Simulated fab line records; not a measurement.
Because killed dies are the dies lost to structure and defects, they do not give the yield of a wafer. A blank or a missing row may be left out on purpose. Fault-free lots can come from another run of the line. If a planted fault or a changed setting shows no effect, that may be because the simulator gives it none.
fab line records -- flow sky130
record: lots: 12, wafers: 35, last_day: 50
route steps=708 shown LOCAL_INTERCONNECT@399 CONTACT@411 VIA1@460 PAD_OPEN@708
lots with no fault: from the same line, run without faults
start_h: the number of hours between the record's first day and the start of the first shown wafer of the lot -- wait_h: hours elapsed since this lot's preceding step -- " the same as in the row above -- L1.1+2: one row covering several wafers at once -- - no value, or no start was given -- * or withheld: withheld -- < > ~ a bound
route shown NAME@n: a module of which the file shows steps, and the number in the route of the first -- usual: average and standard deviation across the fault-free wafers -- same: alike in all rows -- chamber/n: place in a boat -- sites: each site's reading -- _std_site: the standard deviation of these -- _edge_site: mean of outer sites minus mean of inner sites -- radius_mm: how far each site lies from the wafer's centre -- mask NAME#n: copy n -- behind: tool/chamber where the wafer was last shaped -- hold: why the lot was held/for how many hours/how that ended -- device: transistor that didn't switch, given as n, p or np -- end of line: tests of these same wafers at the route's end -- a step given without rows: its recipe and nothing more -- killed: the dies lost at the first sort to structure and to defects; this is not the yield of the wafer -- map: the dies of a wafer, with x for killed, . for not killed, _ for no die there
set.NAME: the setting as run; set.NAME@STEP: as run at that earlier step -- model.NAME: the simulator's own value behind a step, which no gauge read
one table for each step of the route and one row for each wafer, over a sample of lots
services: from which hour (start_h, from the record's first day; less than 0 if before it) a tool's chamber was out of use, for how many hours, and why
== steps ==
step: SKY_LOCAL_INTERCONNECT_OVL_MEAS_12
usual: LOCAL_INTERCONNECT_OVL: 3/5.3
lot.wafer,tool,chamber,start_h,wait_h,LOCAL_INTERCONNECT_OVL[nm]
L431.1,overlay-01,-,722.85,0.1,4
L431.3,overlay-01,-,722.85,0.1,8
L431.4,overlay-01,-,722.85,0.1,9
L432.1,overlay-01,-,730.55,0.1,5
L432.2,overlay-01,-,730.55,0.1,7
L432.6,overlay-01,-,730.55,0.1,-1
L434.1,overlay-02,-,740.25,0.1,-12
L434.3,overlay-02,-,740.25,0.1,-14
L434.6,overlay-02,-,740.25,0.1,-1
L435.3,overlay-02,-,755.17,0.1,2
L435.4,overlay-02,-,755.17,0.1,2
L435.5,overlay-02,-,755.17,0.1,3
L436.1,overlay-01,-,764.04,0.1,9
L436.4,overlay-01,-,764.04,0.1,4
L436.6,overlay-01,-,764.04,0.1,-2
L438.4,overlay-02,-,775.91,0.1,5
L438.5,overlay-02,-,775.91,0.1,9
L438.6,overlay-02,-,775.91,0.1,3
L439.1,overlay-02,-,787.21,0.1,6
L439.2,overlay-02,-,787.21,0.1,5
L439.4,overlay-02,-,787.21,0.1,11
L440.1,overlay-01,-,790.16,0.1,5
L440.2,overlay-01,-,790.16,0.1,-1
L440.3,overlay-01,-,790.16,0.1,2
L441.1,overlay-01,-,816.85,0.1,-2
L441.3,overlay-01,-,816.85,0.1,-1
L441.5,overlay-01,-,816.85,0.1,3
L442.3,overlay-01,-,846.41,0.1,5
L442.6,overlay-01,-,846.41,0.1,2
L451.1,overlay-01,-,892.56,0.1,3
L451.3,overlay-01,-,892.56,0.1,0
L451.6,overlay-01,-,892.56,0.1,-4
L450.3,overlay-01,-,897.81,0.1,6
L450.4,overlay-01,-,897.81,0.1,-7
L450.5,overlay-01,-,897.81,0.1,5
step: SKY_CONTACT_BOW_MEAS_05
recipe: mode: bow
usual: CONTACT_BOW: 81/7.2
lot.wafer,tool,chamber,start_h,wait_h,CONTACT_BOW[um]
L431.1,film_metro-04,-,724.12,0.2,85
L431.3,film_metro-04,-,724.12,0.2,81
L431.4,film_metro-04,-,724.12,0.2,90
L432.1,film_metro-04,-,731.85,0.1,72
L432.2,film_metro-04,-,731.85,0.1,81
L432.6,film_metro-04,-,731.85,0.1,79
L434.1,film_metro-02,-,741.52,0.1,81
L434.3,film_metro-02,-,741.52,0.1,84
L434.6,film_metro-02,-,741.52,0.1,69
L435.3,film_metro-03,-,756.47,0.1,84
L435.4,film_metro-03,-,756.47,0.1,84
L435.5,film_metro-03,-,756.47,0.1,83
L436.1,film_metro-02,-,765.34,0.2,81
L436.4,film_metro-02,-,765.34,0.2,72
L436.6,film_metro-02,-,765.34,0.2,81
L438.4,film_metro-02,-,777.22,0.3,79
L438.5,film_metro-02,-,777.22,0.3,84
L438.6,film_metro-02,-,777.22,0.3,81
L439.1,film_metro-04,-,788.52,0.1,79
L439.2,film_metro-04,-,788.52,0.1,79
L439.4,film_metro-04,-,788.52,0.1,86
L440.1,film_metro-03,-,791.56,0.2,80
L440.2,film_metro-03,-,791.56,0.2,67
L440.3,film_metro-03,-,791.56,0.2,80
L441.1,film_metro-02,-,818.12,0.1,92
L441.3,film_metro-02,-,818.12,0.1,85
L441.5,film_metro-02,-,818.12,0.1,84
L442.3,film_metro-04,-,847.70,0.3,89
L442.6,film_metro-04,-,847.70,0.3,73
L451.1,film_metro-03,-,893.88,0.2,67
L451.3,film_metro-03,-,893.88,0.2,78
L451.6,film_metro-03,-,893.88,0.2,74
L450.3,film_metro-04,-,899.25,0.2,73
L450.4,film_metro-04,-,899.25,0.2,83
L450.5,film_metro-04,-,899.25,0.2,74
step: SKY_VIA1_CMP_02
recipe: material: SiO2, down_force_psi: 4, platen_rpm: 60, pad_velocity_m_s: 0.94248
usual: motor_current_A: 12.8/0.82, retaining_ring_pressure_frac: 1.000/0.0046
lot.wafer,tool,chamber,start_h,wait_h,motor_current_A,retaining_ring_pressure_frac
L431.4,cmp-02,3,780.69,0.0,11.7,1.007
L431.3,cmp-02,1,780.69,0.0,12.6,0.998
L431.1,cmp-02,2,780.69,0.0,14.6,0.999
L432.1,cmp-02,0,788.95,0.1,13.3,1.002
L432.2,cmp-02,1,788.95,0.1,12.5,0.996
L432.6,cmp-02,0,788.95,0.1,13.4,1.002
L434.3,cmp-01,2,798.27,0.1,13.1,1.000
L434.1,cmp-01,0,798.27,0.1,11.8,1.009
L434.6,cmp-01,2,798.27,0.1,13.1,0.993
L435.3,cmp-01,0,813.28,0.1,12.1,0.996
L435.4,cmp-01,1,813.28,0.1,12.4,0.999
L435.5,cmp-01,2,813.28,0.1,13.5,0.995
L436.4,cmp-02,0,821.73,0.1,13.3,0.992
L436.1,cmp-02,1,821.73,0.1,12.7,0.993
L436.6,cmp-02,2,821.73,0.1,14.5,0.994
L438.4,cmp-02,3,832.64,0.2,11.7,1.003
L438.6,cmp-02,0,832.64,0.2,12.9,1.003
L438.5,cmp-02,1,832.64,0.2,13.0,0.992
L439.4,cmp-02,2,844.08,0.0,14.2,1.000
L439.1,cmp-02,0,844.08,0.0,14.0,0.990
L439.2,cmp-02,1,844.08,0.0,13.2,1.002
L440.2,cmp-02,3,846.89,0.0,11.4,1.007
L440.3,cmp-02,0,846.89,0.0,13.0,0.999
L440.1,cmp-02,1,846.89,0.0,12.8,1.008
L441.1,cmp-02,3,873.51,0.1,12.1,1.008
L441.3,cmp-02,0,873.51,0.1,13.7,0.999
L441.5,cmp-02,1,873.51,0.1,13.2,1.000
L442.3,cmp-02,3,904.68,0.1,12.2,0.993
L442.6,cmp-02,3,904.68,0.1,11.8,0.995
L451.1,cmp-01,1,946.44,0.1,12.7,1.001
L451.3,cmp-01,2,946.44,0.1,13.5,0.991
L451.6,cmp-01,0,946.44,0.1,12.5,1.007
L450.4,cmp-01,2,951.79,0.1,13.1,1.006
L450.3,cmp-01,3,951.79,0.1,11.9,1.006
L450.5,cmp-01,1,951.79,0.1,13.3,1.004
step: SKY_VIA1_BOW_MEAS_03
recipe: mode: bow
usual: VIA1_BOW: 79/7.3
lot.wafer,tool,chamber,start_h,wait_h,hold,VIA1_BOW[um]
L431.1,film_metro-02,-,780.99,0.1,-,85
L431.3,film_metro-02,-,780.99,0.1,-,78
L431.4,film_metro-02,-,780.99,0.1,-,88
L432.1,film_metro-02,-,789.25,0.2,-,72
L432.2,film_metro-02,-,789.25,0.2,-,82
L432.6,film_metro-02,-,789.25,0.2,-,79
L434.1,film_metro-03,-,798.52,0.1,-,75
L434.3,film_metro-03,-,798.52,0.1,-,77
L434.6,film_metro-03,-,798.52,0.1,-,63
L435.3,film_metro-03,-,813.52,0.2,-,85
L435.4,film_metro-03,-,813.52,0.2,-,85
L435.5,film_metro-03,-,813.52,0.2,-,84
L436.1,film_metro-01,-,821.93,0.1,-,80
L436.4,film_metro-01,-,821.93,0.1,-,71
L436.6,film_metro-01,-,821.93,0.1,-,80
L438.4,film_metro-03,-,832.85,0.2,-,71
L438.5,film_metro-03,-,832.85,0.2,-,77
L438.6,film_metro-03,-,832.85,0.2,-,74
L439.1,film_metro-01,-,844.38,0.1,-,78
L439.2,film_metro-01,-,844.38,0.1,-,79
L439.4,film_metro-01,-,844.38,0.1,-,86
L440.1,film_metro-01,-,847.19,0.1,-,80
L440.2,film_metro-01,-,847.19,0.1,-,66
L440.3,film_metro-01,-,847.19,0.1,-,81
L441.1,film_metro-02,-,873.71,0.1,await_dispo/0.2h/release,91
L441.3,film_metro-02,-,873.71,0.1,await_dispo/0.2h/release,83
L441.5,film_metro-02,-,873.71,0.1,await_dispo/0.2h/release,82
L441.1,film_metro-02,-,874.00,0.3,-,-
L441.3,film_metro-02,-,874.00,0.3,-,-
L441.5,film_metro-02,-,874.00,0.3,-,-
L442.3,film_metro-01,-,905.02,0.3,await_dispo/0.2h/release,90
L442.6,film_metro-01,-,905.02,0.3,await_dispo/0.2h/release,72
L442.3,film_metro-01,-,905.44,0.4,-,-
L442.6,film_metro-01,-,905.44,0.4,-,-
L451.1,film_metro-03,-,946.64,0.1,-,65
L451.3,film_metro-03,-,946.64,0.1,-,76
L451.6,film_metro-03,-,946.64,0.1,-,72
L450.3,film_metro-02,-,952.03,0.1,-,72
L450.4,film_metro-02,-,952.03,0.1,-,82
L450.5,film_metro-02,-,952.03,0.1,-,72
step: SKY_VIA1_OVL_MEAS_13
usual: VIA1_OVL: 4/5.1
lot.wafer,tool,chamber,start_h,wait_h,VIA1_OVL[nm]
L431.1,overlay-01,-,808.74,0.1,4
L431.3,overlay-01,-,808.74,0.1,-1
L431.4,overlay-01,-,808.74,0.1,-4
L432.1,overlay-01,-,815.60,0.1,-1
L432.2,overlay-01,-,815.60,0.1,1
L432.6,overlay-01,-,815.60,0.1,7
L434.1,overlay-02,-,825.34,0.1,-3
L434.3,overlay-02,-,825.34,0.1,-3
L434.6,overlay-02,-,825.34,0.1,5
L435.3,overlay-01,-,839.26,0.1,3
L435.4,overlay-01,-,839.26,0.1,10
L435.5,overlay-01,-,839.26,0.1,7
L436.1,overlay-01,-,848.24,0.1,6
L436.4,overlay-01,-,848.24,0.1,-3
L436.6,overlay-01,-,848.24,0.1,5
L438.4,overlay-02,-,859.06,0.1,8
L438.5,overlay-02,-,859.06,0.1,6
L438.6,overlay-02,-,859.06,0.1,1
L439.1,overlay-01,-,870.69,0.1,3
L439.2,overlay-01,-,870.69,0.1,-4
L439.4,overlay-01,-,870.69,0.1,-2
L440.1,overlay-01,-,873.81,0.1,0
L440.2,overlay-01,-,873.81,0.1,-3
L440.3,overlay-01,-,873.81,0.1,-3
L441.1,overlay-02,-,899.81,0.1,9
L441.3,overlay-02,-,899.81,0.1,8
L441.5,overlay-02,-,899.81,0.1,7
L442.3,overlay-01,-,929.81,0.1,12
L442.6,overlay-01,-,929.81,0.1,4
L451.1,overlay-01,-,971.95,0.1,-1
L451.3,overlay-01,-,971.95,0.1,3
L451.6,overlay-01,-,971.95,0.1,5
L450.3,overlay-01,-,977.61,0.1,0
L450.4,overlay-01,-,977.61,0.1,7
L450.5,overlay-01,-,977.61,0.1,10
step: SKY_VIA1_ETCH_15
recipe: target: SiO2, chemistry: C4F8/O2/Ar, target_depth_nm: 351, stop_on: TiN, mask_material: KrF-thick, source_w: 1500, bias_w: 1200, pressure_mtorr: 40, c4f8_flow_sccm: withheld, O2_flow_sccm: 6, Ar_flow_sccm: 300, time_s: 54
usual: oes_product_au: 0.978/0.0055, rf_fwd_power_W: 1485/6.3
same: time_s: 54
lot.wafer,tool,chamber,start_h,wait_h,oes_product_au,rf_fwd_power_W,rf_hours_counter_h
L431.1,rie_diel-03,1,808.82,0.0,0.974,1483,11
L431.3,rie_diel-03,2,808.82,0.0,0.976,1491,11
L431.4,rie_diel-03,0,808.82,0.0,0.969,1489,6
L432.1,rie_diel-03,0,815.68,0.0,0.978,1494,6
L432.2,rie_diel-03,1,815.68,0.0,0.975,1480,11
L432.6,rie_diel-03,2,815.68,0.0,0.982,1489,-
L434.1,rie_diel-02,2,825.42,0.0,0.974,1489,10
L434.3,rie_diel-02,0,825.42,0.0,0.978,1487,1
L434.6,rie_diel-02,3,825.42,0.0,0.973,1481,-
L435.3,rie_diel-02,3,839.32,0.0,0.976,1492,16
L435.4,rie_diel-02,1,839.32,0.0,0.990,1478,9
L435.5,rie_diel-02,2,839.32,0.0,0.973,1489,-
L436.1,rie_diel-02,0,848.32,0.0,0.980,1499,2
L436.4,rie_diel-02,1,848.32,0.0,0.974,1468,9
L436.6,rie_diel-02,2,848.32,0.0,0.981,1477,-
L438.4,rie_diel-03,2,859.12,0.0,0.970,1485,13
L438.5,rie_diel-03,3,859.12,0.0,0.970,1489,-
L438.6,rie_diel-03,0,859.12,0.0,0.979,1500,-
L439.1,rie_diel-02,2,870.77,0.0,0.974,1481,11
L439.2,rie_diel-02,0,870.77,0.0,0.981,1486,3
L439.4,rie_diel-02,3,870.77,0.0,0.980,1472,17
L440.1,rie_diel-03,3,873.89,0.0,0.975,1487,3
L440.2,rie_diel-03,1,873.89,0.0,0.981,1485,12
L440.3,rie_diel-03,0,873.89,0.0,0.991,1502,7
L441.1,rie_diel-03,1,899.89,0.0,1.004,1488,13
L441.3,rie_diel-03,0,899.89,0.0,0.999,1489,8
L441.5,rie_diel-03,2,899.89,0.0,0.983,1490,-
L442.3,rie_diel-01,2,929.87,0.0,0.996,1492,18
L442.6,rie_diel-01,0,929.87,0.0,0.982,1478,-
L451.1,rie_diel-02,2,972.03,0.0,0.977,1488,15
L451.3,rie_diel-02,0,972.03,0.0,0.976,1479,7
L451.6,rie_diel-02,1,972.03,0.0,0.982,1473,-
L450.3,rie_diel-01,2,977.67,0.0,0.976,1484,19
L450.4,rie_diel-01,0,977.67,0.0,0.980,1485,28
L450.5,rie_diel-01,1,977.67,0.0,0.973,1481,-
step: SKY_PAD_OPEN_PROBE_99
usual: defect_limited_yield: 82.5/1.9, killed_at_M0_to_M3: 44/7.3, killed_at_M4_up: 3.2/1.8, killed_at_contacts: 24/5.4, killed_at_front_end: 16/4.4, killed_at_other: 0.3/0.48, killed_dies: 86/9.5, killed_open: 47/7.7, killed_short: 39/6.4
same: gross_dies: 492, killed_at_back_side: 0
lot.wafer,tool,chamber,start_h,wait_h,defect_limited_yield[%],killed_at_M0_to_M3,killed_at_M4_up,killed_at_contacts,killed_at_front_end,killed_at_other,killed_dies,killed_open,killed_short
L436.1,prober-02,-,1119.31,0.1,82.9,46,1,22,15,0,84,51,33
L436.4,prober-02,-,1119.46,0.2,81.7,42,4,25,18,1,90,45,45
L436.6,prober-02,-,1119.56,0.2,81.3,48,2,22,20,0,92,56,36
L442.3,prober-02,-,1178.71,0.2,87.0,34,3,17,9,1,64,21,43
killed by level:class
L436.1 VIA1:geometric_particle:open=15 CONTACT:geometric_particle:open=9 VIA2:geometric_particle:open=8 VIA3:geometric_particle:open=6 POLY_GATE:geometric_particle:short=5 LI_CONTACT:geometric_particle:open=5 FIELD_ISO:geometric_particle:open=4 CONTACT:geometric_particle:short=4
L436.4 CONTACT:geometric_particle:open=10 VIA3:geometric_particle:open=9 METAL1:geometric_particle:short=7 POLY_GATE:geometric_particle:open=6 METAL2:geometric_particle:short=6 LOCAL_INTERCONNECT:geometric_particle:short=5 CONTACT:geometric_particle:short=5 VIA1:geometric_particle:open=5
L436.6 VIA1:geometric_particle:open=17 CONTACT:geometric_particle:open=10 POLY_GATE:geometric_particle:open=6 VIA2:geometric_particle:open=6 FIELD_ISO:geometric_particle:short=5 METAL2:geometric_particle:short=5 VIA3:geometric_particle:open=4 FIELD_ISO:geometric_particle:open=3
L442.3 METAL1:geometric_particle:short=10 LOCAL_INTERCONNECT:geometric_particle:short=7 VIA1:geometric_particle:open=6 VIA1:geometric_particle:short=5 LI_CONTACT:geometric_particle:open=4 POLY_GATE:geometric_particle:short=3 METAL2:geometric_particle:short=3 VIA3:geometric_particle:short=3
== services ==
tool,chamber,start_h,hours,kind
rie_diel-02,0,762.45,-,clean
rie_diel-02,0,762.45,18.7,scheduled_down
rie_diel-02,0,762.45,18.7,vent_cycle
cmp-02,-,765.43,1.1,repair
rie_diel-02,1,777.67,10.7,repair
rie_diel-01,-,782.31,14.6,pm
rie_diel-02,1,826.66,7.3,repair
rie_diel-01,2,829.43,2.7,repair
cmp-01,-,840.13,5.9,pm
cmp-01,-,887.32,1.3,repair
rie_diel-02,3,891.13,41.1,repair
cmp-01,-,892.62,13.6,pm
rie_diel-03,0,900.14,3.5,repair
cmp-02,-,906.44,1.8,repair
rie_diel-01,-,906.66,1.5,repair
rie_diel-01,0,906.69,19.8,repair
cmp-01,-,913.40,4.0,pm
cmp-01,-,917.40,-,consumable_replace:conditioner
cmp-02,-,918.30,0.5,repair
rie_diel-03,1,930.45,2.5,repair
cmp-01,-,944.64,1.3,repair
cmp-02,-,946.01,2.4,repair
cmp-02,-,954.34,1.3,repair
cmp-01,-,970.09,0.9,repair
== key ==
first_sign: step: SKY_VIA1_BOW_MEAS_03, reading: visit, direction: added
effect: step: SKY_VIA1_ETCH_15, reading: oes_product_au, direction: up, sigmas: 3.9, usual: 0.978, struck: 1.000
met_at SKY_VIA1_CMP_02
struck_lots L441,L442
struck_wafers L441.1,L441.3,L442.3
not_acting_at SKY_LOCAL_INTERCONNECT_OVL_MEAS_12,SKY_CONTACT_BOW_MEAS_05,SKY_VIA1_OVL_MEAS_13
onset_between 846.89 873.51
fault: kind: process_parameter_drift, tool: cmp-02, chamber: -, onset_h: 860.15, steps: SKY_VIA1_CMP_02, channel: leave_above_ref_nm, offset: 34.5, shape: step, end_h: 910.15, scope: struck_wafers_only, acts_in: these_recipes_only, stated: 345
